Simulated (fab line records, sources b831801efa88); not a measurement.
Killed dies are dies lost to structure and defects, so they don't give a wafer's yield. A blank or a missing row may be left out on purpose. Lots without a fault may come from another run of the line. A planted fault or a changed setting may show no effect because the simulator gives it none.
Which tool did it? | flow gf180mcu | 14 lots, 42 wafers sampled, at 5 steps of a route of 602

WHAT THE GAUGES READ, wafer by wafer
GF_M2_CD_MEAS_14: target cd 280 nm. Usual: cd_nm 280.3 nm, standard deviation 1.5.
lot  | measured     | on        | cd_nm (nm)                          | flag
L542 | day 19 00:57 | cd_sem-01 | 283.0 281.2 281.9                   |
L544 | day 19 18:47 | cd_sem-01 | 278.1 276.6 277.4                   |
L545 | day 20 08:38 | cd_sem-02 | 282.0 281.8 281.0                   |
L546 | day 20 18:54 | cd_sem-02 | 218.0 258.6 230.1 218.2 258.9 230.2 | OFF
L547 | day 21 02:18 | cd_sem-01 | 213.3 222.5 225.8 213.7 223.3 225.9 | OFF
L550 | day 21 22:45 | cd_sem-01 | 279.7 280.7 279.0                   |
L556 | day 24 10:33 | cd_sem-02 | 280.4 280.6 281.0                   |
L557 | day 24 14:19 | cd_sem-02 | 280.8 280.5 279.7                   |
L558 | day 25 04:29 | cd_sem-02 | 279.4 280.8 280.3                   |
L559 | day 25 09:55 | cd_sem-01 | 282.6 283.4 282.5                   |
L560 | day 25 16:38 | cd_sem-02 | 279.2 279.3 280.3                   |
L562 | day 26 06:41 | cd_sem-01 | 278.1 277.2 278.5                   |
L564 | day 26 18:34 | cd_sem-01 | 281.3 283.0 281.8                   |
L565 | day 27 02:24 | cd_sem-01 | 281.1 281.2 282.5                   |

GF_V2_THK_MEAS_03. Usual: V2_CVD_02_THK 849 nm, standard deviation 11.
lot  | measured     | on            | V2_CVD_02_THK (nm) | flag
L542 | day 19 01:57 | film_metro-01 | 826 848 856        |
L544 | day 19 19:47 | film_metro-01 | 835 833 851        |
L545 | day 20 09:39 | film_metro-04 | 853 835 862        |
L546 | day 21 01:11 | film_metro-04 | 843                |
L550 | day 21 23:47 | film_metro-04 | 831 836 852        |
L556 | day 24 11:35 | film_metro-04 | 842 854 854        |
L557 | day 24 15:20 | film_metro-01 | 834 847 853        |
L558 | day 25 05:32 | film_metro-04 | 848 848 870        |
L559 | day 25 10:54 | film_metro-01 | 837 850 852        |
L560 | day 25 17:47 | film_metro-04 | 837 851 855        |
L562 | day 26 07:52 | film_metro-01 | 839 854 849        |
L564 | day 26 19:33 | film_metro-01 | 834 868 845        |
L565 | day 27 03:25 | film_metro-01 | 855 854 867        |

WHICH TOOL RAN EACH LOT (tool, then ch and the chambers of the sampled wafers, then the start)
lot  | GF_V1_CMP_04                  | GF_M2_EXPOSE_11                   | GF_M2_STRIP_17
L542 | cmp-02 ch 0,1, day 17 00:06   | krf_scanner-02 ch 0, day 18 12:44 | plasma_asher-04 ch 0,1, day 19 01:12
L544 | cmp-01 ch 0,1,3, day 17 17:50 | krf_scanner-02 ch 0, day 19 07:02 | plasma_asher-02 ch 0,1, day 19 19:03
L545 | cmp-02 ch 2,3, day 18 06:48   | krf_scanner-02 ch 0, day 19 21:00 | plasma_asher-04 ch 0,1, day 20 08:53
L546 | cmp-01 ch 2,3, day 18 16:34   | krf_scanner-02 ch 0, day 20 06:52 | plasma_asher-01 ch 0,1, day 21 00:22
L547 | cmp-02 ch 0,1,2, day 19 00:35 | krf_scanner-02 ch 0, day 20 14:40 | plasma_asher-04 ch 0,1, day 21 11:38
L550 | cmp-01 ch 0,2, day 19 21:27   | krf_scanner-01 ch 0, day 21 11:22 | plasma_asher-02 ch 0,1, day 21 23:00
L556 | cmp-01 ch 0,2,3, day 22 10:43 | krf_scanner-01 ch 0, day 23 23:23 | plasma_asher-01 ch 0, day 24 10:48
L557 | cmp-01 ch 0,2,3, day 22 15:17 | krf_scanner-02 ch 0, day 24 03:32 | plasma_asher-02 ch 0,1, day 24 14:34
L558 | cmp-02 ch 0,3, day 23 06:50   | krf_scanner-01 ch 0, day 24 18:31 | plasma_asher-02 ch 0,1, day 25 04:46
L559 | cmp-01 ch 0,2, day 23 12:35   | krf_scanner-02 ch 0, day 24 23:32 | plasma_asher-01 ch 0,1, day 25 10:09
L560 | cmp-01 ch 0,2, day 23 18:05   | krf_scanner-01 ch 0, day 25 05:55 | plasma_asher-02 ch 0,1, day 25 17:01
L562 | cmp-01 ch 0,1,2, day 24 08:29 | krf_scanner-02 ch 0, day 25 20:07 | plasma_asher-02 ch 0,1, day 26 07:04
L564 | cmp-02 ch 0,1, day 24 22:20   | krf_scanner-01 ch 0, day 26 08:32 | plasma_asher-01 ch 0,1, day 26 18:49
L565 | cmp-02 ch 0,2,3, day 25 06:21 | krf_scanner-02 ch 0, day 26 16:31 | plasma_asher-04 ch 0,1, day 27 02:38
- GF_V1_CMP_04: polishes SiO2.
- GF_M2_EXPOSE_11: exposes mask Metal2, target cd 280 nm.
- GF_M2_STRIP_17: strips in O2/N2.

WHAT THE TOOLS THEMSELVES READ (means of the sampled wafers that have a number; where no wafer has one, the mark that the record gives instead)
GF_V1_CMP_04. Usual: motor_current_A 11.7 A, standard deviation 1.1; time_to_endpoint_s 78 s, standard deviation 5.5.
lot  | tool   | motor_current_A (A) | time_to_endpoint_s (s) | flag
L542 | cmp-02 | 12.6                | 78                     |
L544 | cmp-01 | 12.0                | 76                     |
L545 | cmp-02 | 10.4                | 84                     |
L546 | cmp-01 | 11.7                | 77                     |
L547 | cmp-02 | 12.5                | 71                     |
L550 | cmp-01 | 11.3                | 76                     |
L556 | cmp-01 | 12.0                | 83                     |
L557 | cmp-01 | 12.0                | 78                     |
L558 | cmp-02 | 11.6                | 76                     |
L559 | cmp-01 | 11.4                | 75                     |
L560 | cmp-01 | 12.0                | 76                     |
L562 | cmp-01 | 11.6                | 68                     |
L564 | cmp-02 | 12.4                | 78                     |
L565 | cmp-02 | 11.9                | 85                     |

GF_M2_EXPOSE_11. Usual: focus_offset_nm 0.1 nm, standard deviation 0.51.
lot  | tool           | focus_offset_nm (nm) | flag
L542 | krf_scanner-02 | -0.0                 |
L544 | krf_scanner-02 | 0.7                  |
L545 | krf_scanner-02 | 0.4                  |
L546 | krf_scanner-02 | 0.0                  |
L547 | krf_scanner-02 | 0.7                  |
L550 | krf_scanner-01 | -0.1                 |
L556 | krf_scanner-01 | -0.1                 |
L557 | krf_scanner-02 | -0.5                 |
L558 | krf_scanner-01 | 0.1                  |
L559 | krf_scanner-02 | 0.2                  |
L560 | krf_scanner-01 | -0.1                 |
L562 | krf_scanner-02 | -0.3                 |
L564 | krf_scanner-01 | -0.5                 |
L565 | krf_scanner-02 | -0.3                 |

GF_M2_STRIP_17. Usual: drypump_motor_current_A 5.8 A, standard deviation 0.48; heater_power_w 340 W, standard deviation 20; oes_product_au 0.557 a.u., standard deviation 0.0048; strip_time_to_endpoint_s 7.87 s, standard deviation 0.055.
lot  | tool            | drypump_motor_current_A (A) | heater_power_w (W) | oes_product_au (a.u.) | strip_time_to_endpoint_s (s) | flag
L542 | plasma_asher-04 | 6.0                         | 338                | 0.559                 | 7.91                         |
L544 | plasma_asher-02 | 5.7                         | 333                | 0.559                 | 7.86                         |
L545 | plasma_asher-04 | 6.0                         | 339                | 0.562                 | 7.94                         |
L546 | plasma_asher-01 | 5.7                         | 342                | 0.557                 | 7.87                         |
L547 | plasma_asher-04 | 6.0                         | 328                | 0.553                 | 7.91                         |
L550 | plasma_asher-02 | 5.5                         | 331                | 0.551                 | 7.81                         |
L556 | plasma_asher-01 | 5.3                         | 337                | 0.555                 | 7.87                         |
L557 | plasma_asher-02 | 5.7                         | 333                | 0.553                 | 7.80                         |
L558 | plasma_asher-02 | 5.7                         | 337                | 0.557                 | 7.88                         |
L559 | plasma_asher-01 | 5.8                         | 343                | 0.555                 | 7.82                         |
L560 | plasma_asher-02 | 5.4                         | 327                | 0.559                 | 7.97                         |
L562 | plasma_asher-02 | 5.7                         | 338                | 0.559                 | 7.93                         |
L564 | plasma_asher-01 | 5.7                         | 351                | 0.555                 | 7.89                         |
L565 | plasma_asher-04 | 6.0                         | 330                | 0.561                 | 7.90                         |

THE ANSWER, worked out from the rows above alone
Rule: a lot is off if the mean of its wafers that have a number lies more than 3 standard deviations from the usual mean. A lot without any number at a reading at which 4 lots or more have one is off too. The other lots that the step has rows for count as sound. The gauges are gone through in route order, then the tools' own readings, and for those a lot's mean is taken as printed above. The first step at which some lot is off is used, and at that step the reading that is off furthest; a lot without a number counts as furthest.
Off: L546, L547, at GF_M2_CD_MEAS_14 (cd_nm).
A tool fits if, at a process step before that reading, it ran every lot that is off, and no sound lot after the first of them. The gauges at GF_M2_CD_MEAS_14 are tried like those tools. None of those tried fits.

WHAT THE SIMULATOR HAD PUT IN
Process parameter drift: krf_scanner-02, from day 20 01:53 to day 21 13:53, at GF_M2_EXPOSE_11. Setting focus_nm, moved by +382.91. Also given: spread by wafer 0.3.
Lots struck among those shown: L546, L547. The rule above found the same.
